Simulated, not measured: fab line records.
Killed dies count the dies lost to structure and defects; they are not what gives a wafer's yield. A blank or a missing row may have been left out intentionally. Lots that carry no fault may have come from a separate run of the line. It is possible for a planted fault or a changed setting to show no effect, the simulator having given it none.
Code-filled problem report in 8D (eight disciplines) form	flow gf180mcu	the parts of the form that need people (team, actions taken, sign-off) are left out

1. WHAT IS WRONG
Mean of overpolish run s at GF_CONTACT_CMP_27: 0.039 s across 4 wafers in 3 lots; on wafers with no fault it is 14.999 s (standard deviation 0.0088). That is -99 or more standard deviations from the usual mean.
The step: polishes, stops on SiO2, t overpolish 15 s, target thk 0 nm.
Seen first at day 18 08:48 on cmp-02, wafer L176.4. Wafers with a number at this step in the record: 43, from 15 lots. Rule for "out" (also "out of limits"): further than 4 standard deviations from the usual mean. All remaining wafers that have a number are taken as sound.

2. WHAT THIS IS AND IS NOT
question	is	is not
which readings at this step	overpolish run s, time to endpoint s	head pressure psi, motor current A, retaining ring pressure frac
which lots	L176, L177, L178	L170, L171, L172, L184, L185, L186, L187, L188, L189, L190, L191, L193
which wafers of those lots	L176.4, L176.6, L177.6, L178.6	L177.5, L178.2, L178.3
read on which tools	cmp-02	cmp-01
when	from day 18 08:48	up to then (9 sound wafers); but 30 sound wafers of L177, L178, L184, L185, L186, L187, L188, L189, L190, L191, L193 came after

3. WHAT RULES OUT EACH SUSPECT
Counting: a tool at a process step up to the reading stays a suspect if it ran every lot that is out. Sound lots after the first of them don't rule it out here, since some wafers of a struck lot are sound.
- cmp-02 at GF_CONTACT_CMP_27 (polishes, stops on SiO2, t overpolish 15 s, target thk 0 nm): kept. It processed each lot that is out (first: L176, day 18 08:48); up to then, its last sound lot is L172 (day 16 23:13). Its own readings are out on those wafers: overpolish run s, time to endpoint s.
The count leaves cmp-02 at GF_CONTACT_CMP_27.

4. THE CAUSE (what the simulator had put in)
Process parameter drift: cmp-02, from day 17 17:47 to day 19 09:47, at GF_CONTACT_CMP_27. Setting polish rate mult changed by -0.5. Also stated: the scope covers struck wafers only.
After counting, this tool was the only one left.

5. THE EFFECT CHAIN, in route order
One row per reading whose mean, taken over the struck wafers that have a number, lies over 3 standard deviations from the usual. Readings are gone through only where the record gives a usual standard deviation; hours: the median, over the lots, of the time from a lot's start at the first step in this table giving one to that lot's start at this step; sigmas: the change measured in usual standard deviations.
hours	step	reading	usual	on struck wafers	change	sigmas
0	GF_CONTACT_CMP_27	overpolish run s	14.999 s	0.039	-14.960	-99 or more
0	GF_CONTACT_CMP_27	time to endpoint s	73 s	114	+41	+11
295	GF_PASSIVATION_PROBE_99	killed at contacts	5.8	447.8	+441.9	+99 or more
295	GF_PASSIVATION_PROBE_99	killed dies	47	492	+445	+61
295	GF_PASSIVATION_PROBE_99	killed on rim	9	96	+87	+26
The process steps in it:
- GF_CONTACT_CMP_27: polishes, stops on SiO2, t overpolish 15 s, target thk 0 nm.
- GF_PASSIVATION_PROBE_99

6. HOW IT WOULD HAVE BEEN CAUGHT EARLIER
First out-of-limits reading in this record: day 18 08:48, which is 15 hours after fault onset at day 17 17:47.
